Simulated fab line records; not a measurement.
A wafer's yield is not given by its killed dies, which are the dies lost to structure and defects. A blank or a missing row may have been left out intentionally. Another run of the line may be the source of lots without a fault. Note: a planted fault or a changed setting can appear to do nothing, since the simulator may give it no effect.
fab line records	flow sky130
record: lots: 12	wafers: 36	lastDay: 50
route steps=708 shown METAL1@450 VIA1@461 METAL2@502 METAL4@632 PAD_OPEN@708
lots that met no fault: from a run of the same line without faults
startH: hours from the record's opening day to when the first of the lot's shown wafers began	waitH: how many hours have passed since the lot's step before this one	" unchanged from the row above	L1.1+2: a single row standing in for several wafers	- no value, or no start was given	* or withheld: withheld	< > ~ a bound
route shown NAME@n: NAME is a module with steps in the file, n the number in the route of the first one	usual: mean/standard deviation taken from wafers without a fault	same: alike in all rows	chamber/n: place in a boat	sites: the reading at each site	_std_site: standard deviation of those values	_edge_site: mean of outer sites minus mean of inner sites	radiusMm: how far each site lies from the wafer's centre	mask NAME#n: copy n	behind: tool/chamber where the wafer was last shaped	hold: reason for holding the lot/hours on hold/outcome of the hold	device: the n, p or np transistor that did not switch	end of line: at the end of the route, the tests of the same wafers	where a step has no rows: the recipe by itself	killed: at the first sort, the dies lost to defects and structure; wafer yield is something else	map: per-die view of a wafer (x killed, . not killed, _ where there is no die)
set.NAME: the run value of the setting; set.NAME@STEP: its run value at that earlier step	model.NAME: the simulator's own value behind a step, which no gauge read
the route's steps for a sample of lots (tables are steps, rows are wafers)
services: a tool's chamber out of use, with start hour (startH, from the record's first day; less than 0 if before it), hours out, and reason
== steps ==
step: SKY_METAL1_OVL_MEAS_16
usual: METAL1_OVL: 0/5.2
lot.wafer	tool	chamber	startH	waitH	METAL1_OVL[nm]
L549.2	overlay-02	-	768.52	0.1	-1
L549.3	"	-	"	"	-3
L549.5	"	-	"	"	-2
L550.1	overlay-02	-	776.39	0.1	-2
L550.2	"	-	"	"	-2
L550.6	"	-	"	"	7
L551.2	overlay-02	-	788.07	0.1	-5
L551.4	"	-	"	"	-9
L551.6	"	-	"	"	-11
L552.1	overlay-02	-	799.41	0.1	6
L552.5	"	-	"	"	6
L552.6	"	-	"	"	-4
L555.1	overlay-02	-	821.55	0.1	7
L555.4	"	-	"	"	-4
L555.6	"	-	"	"	2
L558.1	overlay-01	-	848.85	0.1	-1
L558.2	"	-	"	"	5
L558.5	"	-	"	"	4
L559.2	overlay-02	-	856.18	0.1	-8
L559.4	"	-	"	"	-5
L559.6	"	-	"	"	-13
L560.1	overlay-01	-	861.25	0.1	7
L560.4	"	-	"	"	1
L560.5	"	-	"	"	10
L563.2	overlay-01	-	886.12	0.1	0
L563.4	"	-	"	"	-8
L563.6	"	-	"	"	-3
L564.1	overlay-02	-	887.26	0.1	7
L564.5	"	-	"	"	3
L564.6	"	-	"	"	-4
L565.2	overlay-02	-	897.85	0.1	0
L565.5	"	-	"	"	-6
L565.6	"	-	"	"	-10
L570.2	overlay-01	-	932.61	0.1	2
L570.3	"	-	"	"	4
L570.4	"	-	"	"	9
step: SKY_VIA1_BOW_MEAS_03
recipe: mode: bow
usual: VIA1_BOW: 80/6.5
lot.wafer	tool	chamber	startH	waitH	VIA1_BOW[um]
L549.2	filmMetro-02	-	769.81	0.1	85
L549.3	"	-	"	"	80
L549.5	"	-	"	"	87
L550.1	filmMetro-01	-	778.08	0.2	80
L550.2	"	-	"	"	75
L550.6	"	-	"	"	70
L551.2	filmMetro-01	-	789.71	0.3	81
L551.4	"	-	"	"	71
L551.6	"	-	"	"	76
L552.1	filmMetro-03	-	800.92	0.1	75
L552.5	"	-	"	"	89
L552.6	"	-	"	"	86
L555.1	filmMetro-02	-	823.17	0.1	97
L555.4	"	-	"	"	67
L555.6	"	-	"	"	80
L558.1	filmMetro-01	-	850.14	0.1	79
L558.2	"	-	"	"	74
L558.5	"	-	"	"	79
L559.2	filmMetro-03	-	857.57	0.3	72
L559.4	"	-	"	"	86
L559.6	"	-	"	"	90
L560.1	filmMetro-03	-	862.57	0.1	90
L560.4	"	-	"	"	69
L560.5	"	-	"	"	76
L563.2	filmMetro-01	-	887.42	0.2	83
L563.4	"	-	"	"	96
L563.6	"	-	"	"	69
L564.1	filmMetro-02	-	888.55	0.2	78
L564.5	"	-	"	"	69
L564.6	"	-	"	"	81
L565.2	filmMetro-01	-	899.15	0.2	86
L565.5	"	-	"	"	84
L565.6	"	-	"	"	74
L570.2	filmMetro-02	-	933.92	0.3	71
L570.3	"	-	"	"	65
L570.4	"	-	"	"	87
step: SKY_METAL2_METAL_ETCH_19
recipe: targetDepthA: 3600	stopOn: SiO2	overEtchFrac: 0.3	timeS: 78	chemistry: Cl2/BCl3	resistSidewallDeg: 88	pressureMtorr: 10	icpW: 900	biasW: 48.5	Cl2_flow_sccm: 60	bcl3FlowSccm: 30
usual: bcl3FlowSccm: 29.99/0.1	biasW: 48.48/0.13	drypumpMotorCurrentA: 5.6/0.49	oesProductAu: 0.853/0.0059	throttleValvePct: 22.265/0.0095
lot.wafer	tool	chamber	startH	waitH	bcl3FlowSccm	biasW	drypumpMotorCurrentA	oesProductAu	rfHoursCounterH	throttleValvePct
L549.2	rieMetal-04	1	825.05	0.1	29.92	48.52	5.0	0.857	6	22.274
L549.3	"	1	"	"	29.94	48.48	5.0	0.855	-	22.253
L549.5	"	1	"	"	29.83	48.44	4.9	0.855	-	22.256
L550.1	rieMetal-04	1	831.82	0.1	29.87	48.68	5.0	0.848	6	22.256
L550.2	"	0	"	"	30.07	48.53	5.8	0.846	8	22.252
L550.6	"	1	"	"	29.98	48.29	5.0	0.857	-	22.276
L551.2	rieMetal-01	0	843.58	0.0	30.02	48.54	5.2	0.854	2	22.268
L551.4	"	0	"	"	29.90	48.37	5.3	0.855	-	22.274
L551.6	"	0	"	"	30.12	48.55	5.3	0.864	-	22.274
L552.1	rieMetal-01	0	855.54	0.0	29.90	48.72	5.3	0.847	2	22.256
L552.5	"	0	"	"	30.00	48.51	5.3	0.841	-	22.256
L552.6	"	1	"	"	30.01	48.60	6.4	0.852	-	22.271
L555.1	rieMetal-04	0	875.97	0.0	30.01	48.56	5.9	0.845	9	22.269
L555.4	"	1	"	"	30.02	48.26	4.9	0.853	-	22.259
L555.6	"	1	"	"	29.94	48.01	4.9	0.849	-	22.262
L558.1	rieMetal-03	0	902.64	0.0	29.95	48.52	5.3	0.850	8	22.248
L558.2	"	1	"	"	29.88	48.47	6.2	0.843	4	22.250
L558.5	"	1	"	"	29.85	48.52	6.2	0.858	-	22.251
L559.2	rieMetal-04	1	909.83	0.0	29.90	48.65	5.0	0.853	9	22.271
L559.4	"	0	"	"	29.85	48.67	5.9	0.845	-	22.254
L559.6	"	0	"	"	29.94	48.55	5.8	0.860	-	22.278
L560.1	rieMetal-01	0	914.74	0.0	29.92	48.37	5.3	0.852	5	22.261
L560.4	"	0	"	"	29.91	48.36	5.3	0.847	-	22.259
L560.5	"	1	"	"	30.02	48.36	6.4	0.855	-	22.266
L563.2	rieMetal-04	0	939.75	0.0	29.91	48.37	5.8	0.855	12	22.282
L563.4	"	1	"	"	29.90	48.43	5.0	0.855	-	22.265
L563.6	"	1	"	"	29.85	48.25	5.0	0.856	-	22.276
L564.1	rieMetal-03	1	939.87	0.0	29.99	48.57	6.2	0.852	5	22.255
L564.5	"	1	"	"	30.02	48.53	6.2	0.855	-	22.282
L564.6	"	0	"	"	30.20	48.54	5.3	0.848	-	22.268
L565.2	rieMetal-04	1	950.48	0.0	29.97	48.74	5.0	0.857	11	22.263
L565.5	"	0	"	"	29.97	48.26	5.9	0.860	-	22.262
L565.6	"	1	"	"	29.86	48.60	5.0	0.859	-	22.274
L570.2	rieMetal-04	1	984.17	0.0	29.88	48.60	5.0	0.860	13	22.257
L570.3	"	1	"	"	29.91	48.41	5.0	0.853	-	22.276
L570.4	"	0	"	"	30.08	48.62	5.8	0.851	-	22.264
step: SKY_METAL4_ETCH_16
recipe: chemistry: N2/H2	target: BARC	ionEnergyEv: 200	biasW: 100	pressureMtorr: 30	n2FlowSccm: 100	h2FlowSccm: 200	icpW: 500	stopOn: SiO2	timeS: 88.2	targetDepthA: 600
usual: biasW: 99.95/0.29	drypumpMotorCurrentA: 5.6/0.52	oesProductAu: 0.626/0.0045	throttleValvePct: 13.205/0.0088
lot.wafer	tool	chamber	startH	waitH	biasW	drypumpMotorCurrentA	oesProductAu	rfHoursCounterH	throttleValvePct
L549.2	rieMetal-01	0	981.71	0.0	99.86	5.3	0.630	8	13.196
L549.3	"	1	"	"	100.05	6.4	0.614	-	13.220
L549.5	"	1	"	"	100.23	6.4	0.626	-	13.214
L550.1	rieMetal-04	1	988.88	0.0	99.78	5.0	0.618	13	13.194
L550.2	"	0	"	"	100.02	5.8	0.629	15	13.215
L550.6	"	0	"	"	100.06	5.9	0.634	-	13.208
L551.2	rieMetal-04	1	998.57	0.0	99.98	5.0	0.629	13	13.215
L551.4	"	0	"	"	99.58	5.9	0.627	-	13.220
L551.6	"	1	"	"	99.70	5.0	0.625	-	13.207
L552.1	rieMetal-04	0	1009.11	0.0	99.83	5.8	0.620	16	13.214
L552.5	"	1	"	"	100.09	5.0	0.627	-	13.201
L552.6	"	0	"	"	99.74	5.9	0.623	-	13.214
L555.1	rieMetal-03	1	1027.88	0.0	100.26	6.2	0.620	11	13.199
L555.4	"	0	"	"	100.28	5.3	0.630	-	13.219
L555.6	"	0	"	"	100.63	5.3	0.615	-	13.210
L558.1	rieMetal-01	0	1050.63	0.0	99.83	5.3	0.625	12	13.219
L558.2	"	1	"	"	99.99	6.4	0.629	7	13.203
L558.5	"	0	"	"	99.74	5.3	0.628	-	13.193
L559.2	rieMetal-03	0	1058.58	0.0	99.98	5.3	0.629	18	13.198
L559.4	"	1	"	"	99.80	6.2	0.609	-	13.199
L559.6	"	0	"	"	99.63	5.3	0.626	-	13.207
L560.1	rieMetal-03	0	1060.58	0.0	99.71	5.3	0.625	18	13.207
L560.4	"	0	"	"	99.45	5.3	0.626	-	13.207
L560.5	"	1	"	"	99.80	6.2	0.623	-	13.204
L564.1	rieMetal-03	0	1082.28	0.0	99.61	5.3	0.622	20	13.204
L564.5	"	1	"	"	99.76	6.2	0.625	-	13.199
L564.6	"	0	"	"	99.95	5.3	0.630	-	13.217
L563.2	rieMetal-03	1	1083.42	0.0	108.58	6.2	0.623	16	13.206
L563.4	"	1	"	"	107.92	6.2	0.625	-	13.202
L563.6	"	0	"	"	100.16	5.3	0.628	-	13.205
L565.2	rieMetal-03	1	1092.97	0.0	107.59	6.2	0.626	17	13.212
L565.5	"	0	"	"	99.88	5.3	0.622	-	13.182
L565.6	"	1	"	"	107.98	6.2	0.620	-	13.189
L570.2	rieMetal-04	1	1120.93	0.0	99.36	5.0	0.621	19	13.210
L570.3	"	0	"	"	99.39	5.9	0.634	-	13.220
L570.4	"	1	"	"	99.58	5.0	0.629	-	13.200
step: SKY_PAD_OPEN_PROBE_99
usual: defectLimitedYield: 82.4/1.8	killed_at_M0_to_M3: 44/7	killed_at_M4_up: 3.2/2	killedAtContacts: 25/5.3	killedAtFrontEnd: 15/4.3	killedAtOther: 0.3/0.54	killedDies: 86/8.7	killedOpen: 47/6.4	killedShort: 39/5.6	sort_bin_3_pad_short: 0.9/0.43	sort_bin_5_function: 10.4/1.4	sort_bin_6_memory: 6.3/1.2	sortNPass: 406/8.7	sortYieldPct: 82.4/1.8
same: grossDies: 492	killedAtBackSide: 0	sort_bin_4_leakage[%]: 0	sort_bin_8_speed[%]: 0
lot.wafer	tool	chamber	startH	waitH	defectLimitedYield[%]	killed_at_M0_to_M3	killed_at_M4_up	killedAtContacts	killedAtFrontEnd	killedAtOther	killedDies	killedOpen	killedShort	sort_bin_3_pad_short[%]	sort_bin_5_function[%]	sort_bin_6_memory[%]	sortNPass	sortYieldPct[%]
L552.1	prober-01	-	1102.29	0.1	84.3	31	4	28	14	0	77	50	27	0.4	8.9	6.3	415	84.3
L552.5	prober-01	-	1102.49	0.2	80.1	49	6	27	16	0	98	46	52	1.8	11.8	6.3	394	80.1
L552.6	prober-01	-	1102.54	0.2	82.7	47	2	23	13	0	85	47	38	1.2	10.0	6.1	407	82.7
L558.1	prober-01	-	1137.37	0.1	81.9	49	5	20	15	0	89	40	48	1.0	11.8	5.3	403	81.9
L558.2	prober-01	-	1137.42	0.1	82.7	39	2	29	15	0	85	50	34	1.2	9.3	6.7	407	82.7
L558.5	prober-01	-	1137.57	0.2	85.0	42	1	24	7	0	74	44	30	0.6	8.9	5.5	418	85.0
L564.1	prober-02	-	1164.32	0.1	85.0	32	3	25	14	0	74	41	33	0.6	10.0	4.5	418	85.0
L564.5	prober-02	-	1164.52	0.2	81.9	54	5	18	12	0	89	49	40	0.6	11.6	5.9	403	81.9
L564.6	prober-02	-	1164.57	0.2	80.9	50	6	26	11	1	94	54	40	1.0	10.2	7.9	398	80.9
L565.2	prober-02	-	1172.50	0.1	81.3	51	1	18	21	1	92	52	40	0.4	11.2	7.1	400	81.3
L565.5	prober-02	-	1172.65	0.2	82.9	40	6	22	15	1	84	42	42	0.4	10.6	6.1	408	82.9
L565.6	prober-02	-	1172.70	0.2	82.7	40	6	21	17	1	85	48	37	1.2	9.6	6.5	407	82.7
killed by level:class
L552.1 CONTACT:geometricParticle:open=12 LI_CONTACT:geometricParticle:open=8 VIA1:geometricParticle:open=8 METAL2:geometricParticle:short=5 VIA3:geometricParticle:open=5 POLY_GATE:geometricParticle:open=4 CONTACT:geometricParticle:short=4 FIELD_ISO:geometricParticle:open=3
L552.5 CONTACT:geometricParticle:open=9 LI_CONTACT:geometricParticle:open=7 METAL2:geometricParticle:short=7 FIELD_ISO:geometricParticle:short=6 VIA3:geometricParticle:open=5 METAL4:geometricParticle:short=5 LOCAL_INTERCONNECT:geometricParticle:short=5 VIA2:geometricParticle:open=5
L552.6 CONTACT:geometricParticle:open=10 METAL2:geometricParticle:short=8 VIA2:geometricParticle:open=7 METAL3:geometricParticle:short=7 LI_CONTACT:geometricParticle:open=6 METAL1:geometricParticle:short=5 VIA1:geometricParticle:open=5 FIELD_ISO:geometricParticle:open=4
L558.1 METAL2:geometricParticle:short=9 VIA2:geometricParticle:open=8 VIA1:geometricParticle:open=8 FIELD_ISO:geometricParticle:short=6 LOCAL_INTERCONNECT:geometricParticle:short=6 LI_CONTACT:geometricParticle:open=5 METAL1:geometricParticle:short=5 METAL1:geometricParticle:open=5
L558.2 CONTACT:geometricParticle:open=15 VIA2:geometricParticle:open=11 METAL1:geometricParticle:short=9 LI_CONTACT:geometricParticle:open=6 FIELD_ISO:geometricParticle:short=5 FIELD_ISO:geometricParticle:open=4 LOCAL_INTERCONNECT:geometricParticle:short=4 CONTACT:geometricParticle:short=4
L558.5 VIA1:geometricParticle:open=9 LI_CONTACT:geometricParticle:open=8 CONTACT:geometricParticle:open=8 METAL1:geometricParticle:short=7 VIA3:geometricParticle:open=6 VIA2:geometricParticle:open=5 POLY_GATE:geometricParticle:open=3 VIA2:geometricParticle:short=3
L564.1 LI_CONTACT:geometricParticle:open=10 METAL1:geometricParticle:short=7 VIA3:geometricParticle:open=6 VIA1:geometricParticle:open=6 FIELD_ISO:geometricParticle:short=5 LI_CONTACT:geometricParticle:short=5 CONTACT:geometricParticle:open=5 VIA2:geometricParticle:open=5
L564.5 VIA1:geometricParticle:open=12 VIA1:geometricParticle:short=10 CONTACT:geometricParticle:open=8 VIA2:geometricParticle:open=7 VIA3:geometricParticle:open=7 LI_CONTACT:geometricParticle:open=5 POLY_GATE:geometricParticle:short=4 VIA3:geometricParticle:short=4
L564.6 VIA1:geometricParticle:open=17 CONTACT:geometricParticle:open=11 LI_CONTACT:geometricParticle:open=9 VIA1:geometricParticle:short=7 LI_CONTACT:geometricParticle:short=5 VIA3:geometricParticle:open=5 METAL1:geometricParticle:short=4 METAL2:geometricParticle:short=4
L565.2 VIA1:geometricParticle:open=10 VIA3:geometricParticle:open=8 METAL1:geometricParticle:short=8 METAL2:geometricParticle:short=8 VIA2:geometricParticle:open=7 FIELD_ISO:geometricParticle:short=6 POLY_GATE:geometricParticle:open=6 CONTACT:geometricParticle:open=6
L565.5 LI_CONTACT:geometricParticle:open=9 FIELD_ISO:geometricParticle:short=8 CONTACT:geometricParticle:open=8 VIA1:geometricParticle:open=8 METAL1:geometricParticle:short=6 VIA1:geometricParticle:short=5 VIA2:geometricParticle:open=5 METAL4:geometricParticle:short=5
L565.6 CONTACT:geometricParticle:open=8 FIELD_ISO:geometricParticle:open=7 LI_CONTACT:geometricParticle:open=7 METAL2:geometricParticle:short=6 VIA1:geometricParticle:open=6 VIA2:geometricParticle:open=5 VIA3:geometricParticle:open=5 POLY_GATE:geometricParticle:open=4
== services ==
tool	chamber	startH	hours	kind
rieMetal-03	1	809.87	-	clean
rieMetal-03	1	809.87	19.4	scheduledDown
rieMetal-03	1	809.87	19.4	ventCycle
rieMetal-01	1	886.31	-	clean
rieMetal-01	1	886.31	14.5	scheduledDown
rieMetal-01	1	886.31	14.5	ventCycle
rieMetal-04	1	928.13	5.1	repair
rieMetal-03	0	942.87	1.1	repair
rieMetal-04	-	971.70	0.7	repair
rieMetal-04	-	1035.26	28.1	pm
rieMetal-01	-	1070.72	2.3	repair
rieMetal-01	-	1093.64	2.8	pm
== key ==
firstSign: step: SKY_METAL4_ETCH_16	reading: biasW	direction: up	sigmas: 28	usual: 99.95	struck: 108.02
effect none on later readings
metAt SKY_METAL4_ETCH_16
struckLots L563,L565
struckWafers L563.2,L563.4,L565.2,L565.6
notActingAt SKY_METAL1_OVL_MEAS_16,SKY_VIA1_BOW_MEAS_03,SKY_METAL2_METAL_ETCH_19
onsetBetween 1082.28 1083.42
fault: kind: processParameterDrift	tool: rieMetal-03	chamber: 1	onsetH: 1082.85	steps: SKY_METAL4_ETCH_16	channel: biasW	offset: 8.1897	shape: step	endH: 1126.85	actsIn: theseRecipesOnly	stated: 100
